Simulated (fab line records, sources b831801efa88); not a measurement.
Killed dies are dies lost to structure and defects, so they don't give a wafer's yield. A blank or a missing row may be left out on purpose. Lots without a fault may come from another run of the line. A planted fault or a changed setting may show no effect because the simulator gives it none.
Which tool did it? | flow gf180mcu | 11 lots, 33 wafers sampled, at 4 steps of a route of 602

WHAT THE GAUGES READ, wafer by wafer
GF_M1_RS_MEAS_05: measures by four-point-probe.
lot  | measured     | on            | M1_ALCU_RS (ohm/sq)
L352 | day 16 08:55 | film_metro-01 | 0.0689 0.0684 0.0685
L353 | day 16 18:26 | film_metro-03 | 0.0687 0.0696 0.0694
L354 | day 17 07:02 | film_metro-02 | 0.0685 0.0693 0.0689
L357 | day 18 07:24 | film_metro-03 | 0.0686 0.0696 0.0685
L359 | day 19 03:27 | film_metro-02 | 0.0700 0.0688 0.0358
L360 | day 19 12:59 | film_metro-03 | 0.0687 0.0685 0.0356
L361 | day 19 19:47 | film_metro-03 | 0.0694 0.0360 0.0359
L370 | day 22 23:37 | film_metro-01 | 0.0696 0.0690 0.0698
L371 | day 23 05:49 | film_metro-02 | 0.0701 0.0693 0.0690
L373 | day 23 19:21 | film_metro-03 | 0.0696 0.0697 0.0704
L374 | day 24 00:41 | film_metro-02 | 0.0695 0.0699 0.0706

WHICH TOOL RAN EACH LOT (tool, then ch and the chambers of the sampled wafers, then the start)
lot  | GF_CONTACT_STRIP_18                  | GF_CONTACT_SPUTTER_22        | GF_M1_SPUTTER_02
L352 | plasma_asher-03 ch 0,1, day 16 07:43 | pvd_sputter-01, day 16 08:01 | pvd_sputter-04, day 16 08:50
L353 | plasma_asher-03 ch 0,1, day 16 17:14 | pvd_sputter-04, day 16 17:32 | pvd_sputter-02, day 16 18:21
L354 | plasma_asher-04 ch 1, day 17 05:49   | pvd_sputter-04, day 17 06:07 | pvd_sputter-02, day 17 06:55
L357 | plasma_asher-03 ch 0,1, day 18 06:07 | pvd_sputter-01, day 18 06:25 | pvd_sputter-02, day 18 07:19
L359 | plasma_asher-03 ch 0,1, day 19 02:14 | pvd_sputter-04, day 19 02:32 | pvd_sputter-02, day 19 03:20
L360 | plasma_asher-03 ch 0,1, day 19 11:46 | pvd_sputter-03, day 19 12:04 | pvd_sputter-02, day 19 12:52
L361 | plasma_asher-03 ch 0,1, day 19 18:19 | pvd_sputter-04, day 19 18:38 | pvd_sputter-02, day 19 19:42
L370 | plasma_asher-03 ch 0,1, day 22 22:25 | pvd_sputter-03, day 22 22:43 | pvd_sputter-02, day 22 23:31
L371 | plasma_asher-04 ch 0,1, day 23 04:37 | pvd_sputter-01, day 23 04:55 | pvd_sputter-04, day 23 05:44
L373 | plasma_asher-03 ch 0,1, day 23 18:08 | pvd_sputter-03, day 23 18:25 | pvd_sputter-02, day 23 19:13
L374 | plasma_asher-01 ch 0,1, day 23 23:28 | pvd_sputter-03, day 23 23:46 | pvd_sputter-02, day 24 00:35
- GF_CONTACT_STRIP_18: strips in O2/N2.
- GF_CONTACT_SPUTTER_22: material Ti, target thk 15 nm, time 80.02 s.
- GF_M1_SPUTTER_02: material AlCu, target thk 450 nm, time 23.9 s.

THE ANSWER, worked out from the rows above alone
Rule: what is usual is taken from the lots themselves. Put in order of their means at a reading, lots are off if they are a third of the lots or fewer, leave a main group of 4 or more, and stand apart from it by a gap of 3 or more times the standard deviation of the main group's means; of several such gaps the widest counts. A main group whose means are all the same, to the digits that the tables above print for the reading, isn't used. A lot without any number at a reading at which 4 lots or more have one is off too. The other lots that the step has rows for count as sound.
Off: L359, L360, L361, at GF_M1_RS_MEAS_05 (M1_ALCU_RS). The main group: mean 0.0693 ohm/sq, standard deviation 0.00046.
A tool fits if, at a process step before that reading, it ran every lot that is off, and no sound lot after the first of them. The gauges at GF_M1_RS_MEAS_05 are tried like those tools. None of those tried fits.

WHAT THE SIMULATOR HAD PUT IN
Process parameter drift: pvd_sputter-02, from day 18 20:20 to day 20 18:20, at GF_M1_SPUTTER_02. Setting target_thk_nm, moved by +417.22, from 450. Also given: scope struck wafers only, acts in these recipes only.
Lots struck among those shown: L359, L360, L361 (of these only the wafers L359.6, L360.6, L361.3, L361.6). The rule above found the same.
